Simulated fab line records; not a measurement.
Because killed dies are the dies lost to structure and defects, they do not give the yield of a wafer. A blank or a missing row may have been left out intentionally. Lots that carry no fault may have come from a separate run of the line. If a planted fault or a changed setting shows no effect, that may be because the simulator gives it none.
Which of the tools did it? -- flow sky130 -- Sampling: 12 lots, 36 wafers, 5 of 708 route steps

## WHAT EACH GAUGE READ, for each wafer
SKY_VIA2_THK_MEAS_01. Usual: for VIA2_HDPCVD_THK the level is 1175 nm and the standard deviation is 14.
lot,measured,on,VIA2_HDPCVD_THK (nm),flag
L443,day 35 04:19,film metro-04,1167 1155 1170,
L444,day 35 15:26,film metro-01,1153 1191 1198,
L445,day 35 20:37,film metro-04,1168 1163 1181,
L446,day 35 22:11,film metro-02,1195 1193 1190,
L450,day 37 17:49,film metro-04,1192 1171 1187,
L451,day 38 00:48,film metro-02,1186 1179 1176,
L456,day 39 15:17,film metro-01,988 1158 991,OFF
L457,day 39 20:32,film metro-04,1188 1164 996,OFF
L461,day 40 19:57,film metro-01,1164 1156 1178,
L462,day 40 23:31,film metro-02,1167 1154 1173,
L463,day 41 05:10,film metro-02,1171 1176 1152,
L466,day 42 04:13,film metro-02,1175 1171 1183,

SKY_VIA2_BOW_MEAS_03. Usual: for VIA2_BOW the level is 85 um and the standard deviation is 7.1.
lot,measured,on,VIA2_BOW (um),flag
L443,day 35 04:41,film metro-02,96 84 83,
L444,day 35 15:47,film metro-01,97 84 89,
L445,day 35 20:59,film metro-01,83 87 82,
L446,day 35 22:35,film metro-04,102 91 91,
L450,day 37 18:11,film metro-02,83 81 85,
L451,day 38 01:10,film metro-04,85 83 88,
L456,day 39 15:39,film metro-04,90 92 79,
L457,day 39 20:54,film metro-01,82 77 86,
L461,day 40 20:19,film metro-01,90 80 80,
L462,day 40 23:53,film metro-01,86 93 85,
L463,day 41 05:32,film metro-01,76 69 81,
L466,day 42 04:34,film metro-02,90 87 72,

SKY_VIA2_OVL_MEAS_13. Usual: for VIA2_OVL the level is 1 nm and the standard deviation is 5.8.
lot,measured,on,VIA2_OVL (nm),flag
L443,day 36 06:14,overlay-02,-4 -5 1,
L444,day 36 18:11,overlay-02,-1 -1 7,
L445,day 36 23:02,overlay-01,-8 4 -9,
L446,day 37 00:14,overlay-02,-2 9 3,
L450,day 38 20:08,overlay-01,-11 -1 -3,
L451,day 39 01:38,overlay-01,-3 5 6,
L456,day 40 15:53,overlay-02,8 -1 -1,
L457,day 40 21:14,overlay-02,1 1 4,
L461,day 41 20:52,overlay-01,0 1 -5,
L462,day 42 00:11,overlay-01,1 1 -1,
L463,day 42 05:47,overlay-02,-2 2 13,
L466,day 43 04:04,overlay-02,10 6 12,

## WHAT TOOL EACH LOT RAN ON (gives the tool, then ch and the chambers of the sampled wafers, and finally the start)
lot,SKY_METAL2_METAL_ETCH_19,SKY_VIA2_HDPCVD_00
L443,"rie metal-04 ch 0,1, day 35 03:30","hdpcvd-02 ch 0,1,2, day 35 04:11"
L444,"rie metal-01 ch 0,1, day 35 14:37","hdpcvd-02 ch 0,1,2, day 35 15:18"
L445,"rie metal-02 ch 0, day 35 19:46","hdpcvd-01 ch 0,1,2, day 35 20:28"
L446,"rie metal-04 ch 0,1, day 35 21:23","hdpcvd-01 ch 0,1,2, day 35 22:06"
L450,"rie metal-04 ch 0,1, day 37 16:58","hdpcvd-01 ch 1,2, day 37 17:41"
L451,"rie metal-04 ch 0,1, day 37 23:52","hdpcvd-01 ch 0,1, day 38 00:41"
L456,"rie metal-04 ch 0,1, day 39 14:24","hdpcvd-02 ch 0,2, day 39 15:10"
L457,"rie metal-04 ch 1, day 39 19:36","hdpcvd-02 ch 0,1,2, day 39 20:25"
L461,"rie metal-04 ch 0,1, day 40 19:00","hdpcvd-01 ch 1,2, day 40 19:46"
L462,"rie metal-04 ch 0,1, day 40 22:42","hdpcvd-01 ch 0,1, day 40 23:23"
L463,"rie metal-02 ch 0,1, day 41 04:21","hdpcvd-01 ch 1,2, day 41 05:01"
L466,"rie metal-01 ch 0,1, day 42 03:22","hdpcvd-01 ch 0,1, day 42 04:05"
- SKY_METAL2_METAL_ETCH_19: etches the open film in Cl2/BCl3, stops on SiO2, target depth 360 nm, time 78 s.
- SKY_VIA2_HDPCVD_00: deposits SiO2, target thk 1180 nm, time 196.7 s.

## WHAT THE TOOLS THEMSELVES READ (means of the sampled wafers that have a number; where no wafer has one, the mark that the record gives instead)
SKY_METAL2_METAL_ETCH_19. Usual: drypump motor current A 6.2 A, standard deviation 0.34; oes product au 0.854 a.u., standard deviation 0.0065; throttle valve pct 22.264 %, standard deviation 0.0083.
lot,tool,drypump motor current A (A),oes product au (a.u.),throttle valve pct (%),flag
L443,rie metal-04,6.3,0.855,22.264,
L444,rie metal-01,6.0,0.854,22.266,
L445,rie metal-02,6.2,0.852,22.265,
L446,rie metal-04,6.0,0.848,22.269,
L450,rie metal-04,6.0,0.853,22.267,
L451,rie metal-04,6.2,0.862,22.261,
L456,rie metal-04,6.0,0.858,22.269,
L457,rie metal-04,6.5,0.852,22.262,
L461,rie metal-04,6.0,0.852,22.264,
L462,rie metal-04,6.0,0.853,22.264,
L463,rie metal-02,6.4,0.848,22.259,
L466,rie metal-01,6.0,0.854,22.264,

## THE ANSWER, worked out from the rows above alone
Rule: a lot counts as off when the mean over its wafers that have a number is more than 3 standard deviations away from the usual mean. Also off: a lot with no number at a reading for which 4 or more lots have one. All remaining lots with rows at the step are treated as sound. The gauges are gone through in route order, then the tools' own readings, and for those a lot's mean is taken as printed above. The first step at which some lot is off is used, and at that step the reading that is off furthest; a lot without a number counts as furthest.
Off: L456, L457, seen at SKY_VIA2_THK_MEAS_01 (VIA2_HDPCVD_THK).
If a tool, at a process step before that reading, ran all the lots that are off and no sound lot after the first of them, it fits. Those tools and the gauges at SKY_VIA2_THK_MEAS_01 are tried in the same way. One candidate fits, namely hdpcvd-02 at SKY_VIA2_HDPCVD_00. A fault onset in the window from L444 (day 35 15:18, its last sound lot) to L456 (day 39 15:10, its first lot off) fits.

## WHAT WAS PUT IN BY THE SIMULATOR
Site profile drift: hdpcvd-02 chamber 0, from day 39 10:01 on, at SKY_VIA2_HDPCVD_00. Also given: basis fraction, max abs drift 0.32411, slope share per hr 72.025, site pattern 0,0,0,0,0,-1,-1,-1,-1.
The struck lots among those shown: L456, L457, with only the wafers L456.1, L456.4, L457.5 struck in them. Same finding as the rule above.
